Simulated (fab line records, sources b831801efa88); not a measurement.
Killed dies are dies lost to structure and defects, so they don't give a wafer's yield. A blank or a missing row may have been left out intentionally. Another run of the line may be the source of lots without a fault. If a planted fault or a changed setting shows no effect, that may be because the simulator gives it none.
Commonality check across tools :: flow gf180mcu :: Lots sampled 13, wafers sampled 39

WHAT PROMPTED THE OPENING
At GF_NWELL_TW_MEAS_11 the reading NWELL_TW is flagged on 1 of 13 lots. Fault-free wafers read 1566, with a standard deviation of 13.
Rule: a lot gets a flag if all its wafers with a number sit over 4 standard deviations from that mean, or if no wafer of it has a number. The rest of the lots are taken to be sound.

lot: L679
measured: day 3 06:54
on: film-metro-02
NWELL_TW, wafer by wafer: 1553 1551 1542
flag: 

lot: L680
measured: day 3 11:44
on: film-metro-04
NWELL_TW, wafer by wafer: 1574 1573 1570
flag: 

lot: L681
measured: day 3 18:44
on: film-metro-01
NWELL_TW, wafer by wafer: 1554 1551 1545
flag: 

lot: L683
measured: day 4 04:29
on: film-metro-02
NWELL_TW, wafer by wafer: 30 30 30
flag: FLAGGED

lot: L691
measured: day 6 00:56
on: film-metro-02
NWELL_TW, wafer by wafer: 1568 1563 1561
flag: 

lot: L692
measured: day 6 06:55
on: film-metro-04
NWELL_TW, wafer by wafer: 1587 1583 1581
flag: 

lot: L693
measured: day 6 13:44
on: film-metro-04
NWELL_TW, wafer by wafer: 1589 1588 1583
flag: 

lot: L694
measured: day 6 18:41
on: film-metro-01
NWELL_TW, wafer by wafer: 1546 1548 1546
flag: 

lot: L695
measured: day 7 02:13
on: film-metro-02
NWELL_TW, wafer by wafer: 1566 1548 1553
flag: 

lot: L696
measured: day 7 05:56
on: film-metro-02
NWELL_TW, wafer by wafer: 1554 1555 1559
flag: 

lot: L698
measured: day 7 15:47
on: film-metro-04
NWELL_TW, wafer by wafer: 1577 1583 1581
flag: 

lot: L700
measured: day 8 04:54
on: film-metro-04
NWELL_TW, wafer by wafer: 1572 1565 1571
flag: 

lot: L701
measured: day 8 08:43
on: film-metro-04
NWELL_TW, wafer by wafer: 1574 1564 1574
flag: 
On average the flagged lots read 30, which is -1536 against the usual, or -99 or more standard deviations.

TOOL THAT RAN EACH LOT
The record keeps 1 process step preceding the reading, out of 602 steps on the route. Each cell gives the tool, then ch followed by the chambers the sampled wafers passed through, then the start.
lot: L679
flag: 
GF_NWELL_EXPOSE_04: iline-stepper-02 ch 0, day 3 00:26

lot: L680
flag: 
GF_NWELL_EXPOSE_04: iline-stepper-01 ch 0, day 3 04:59

lot: L681
flag: 
GF_NWELL_EXPOSE_04: iline-stepper-02 ch 0, day 3 12:04

lot: L683
flag: FLAGGED
GF_NWELL_EXPOSE_04: iline-stepper-01 ch 0, day 3 21:46

lot: L691
flag: 
GF_NWELL_EXPOSE_04: iline-stepper-01 ch 0, day 5 18:16

lot: L692
flag: 
GF_NWELL_EXPOSE_04: iline-stepper-01 ch 0, day 5 23:02

lot: L693
flag: 
GF_NWELL_EXPOSE_04: iline-stepper-01 ch 0, day 6 06:10

lot: L694
flag: 
GF_NWELL_EXPOSE_04: iline-stepper-01 ch 0, day 6 10:41

lot: L695
flag: 
GF_NWELL_EXPOSE_04: iline-stepper-02 ch 0, day 6 18:37

lot: L696
flag: 
GF_NWELL_EXPOSE_04: iline-stepper-01 ch 0, day 6 21:40

lot: L698
flag: 
GF_NWELL_EXPOSE_04: iline-stepper-01 ch 0, day 7 07:18

lot: L700
flag: 
GF_NWELL_EXPOSE_04: iline-stepper-01 ch 0, day 7 20:31

lot: L701
flag: 
GF_NWELL_EXPOSE_04: iline-stepper-02 ch 0, day 8 00:22
What these steps do:
- GF_NWELL_EXPOSE_04: exposes mask Nwell, target cd 860 nm.
- GF_NWELL_TW_MEAS_11

FLAGGED OVER TOTAL, TOOL BY TOOL (the gauges that took the reading come last)
step: GF_NWELL_EXPOSE_04
tool: iline-stepper-01
lots run: 9
flagged: 1
share of the flagged lots: all
sound lots run after its first flagged lot: 7 (L691,L692,L693,L694,L696,L698,L700)

step: GF_NWELL_EXPOSE_04
tool: iline-stepper-02
lots run: 4
flagged: 0
share of the flagged lots: none
sound lots run after its first flagged lot: -

step: GF_NWELL_TW_MEAS_11
tool: film-metro-01
lots run: 2
flagged: 0
share of the flagged lots: none
sound lots run after its first flagged lot: -

step: GF_NWELL_TW_MEAS_11
tool: film-metro-02
lots run: 5
flagged: 1
share of the flagged lots: all
sound lots run after its first flagged lot: 3 (L691,L695,L696)

step: GF_NWELL_TW_MEAS_11
tool: film-metro-04
lots run: 6
flagged: 0
share of the flagged lots: none
sound lots run after its first flagged lot: -

WHAT THE TABLE ALLOWS
iline-stepper-01 at GF_NWELL_EXPOSE_04 and film-metro-02 at GF_NWELL_TW_MEAS_11 are the 2 rows of the table that ran each flagged lot.
- iline-stepper-01 at GF_NWELL_EXPOSE_04: 1 of its 9 lots flagged. Sound lots ran on it after the first flagged one (L691, L692, L693, L694, L696, L698, L700), which a lasting fault on the whole tool wouldn't allow.
- film-metro-02 at GF_NWELL_TW_MEAS_11: 1 of its 5 lots flagged. Sound lots ran on it after the first flagged one (L691, L695, L696), which a lasting fault on the whole tool wouldn't allow.
There is no row in the table that ran each flagged lot and no sound lot after the first.

WHAT HAD BEEN PUT IN BY THE SIMULATOR
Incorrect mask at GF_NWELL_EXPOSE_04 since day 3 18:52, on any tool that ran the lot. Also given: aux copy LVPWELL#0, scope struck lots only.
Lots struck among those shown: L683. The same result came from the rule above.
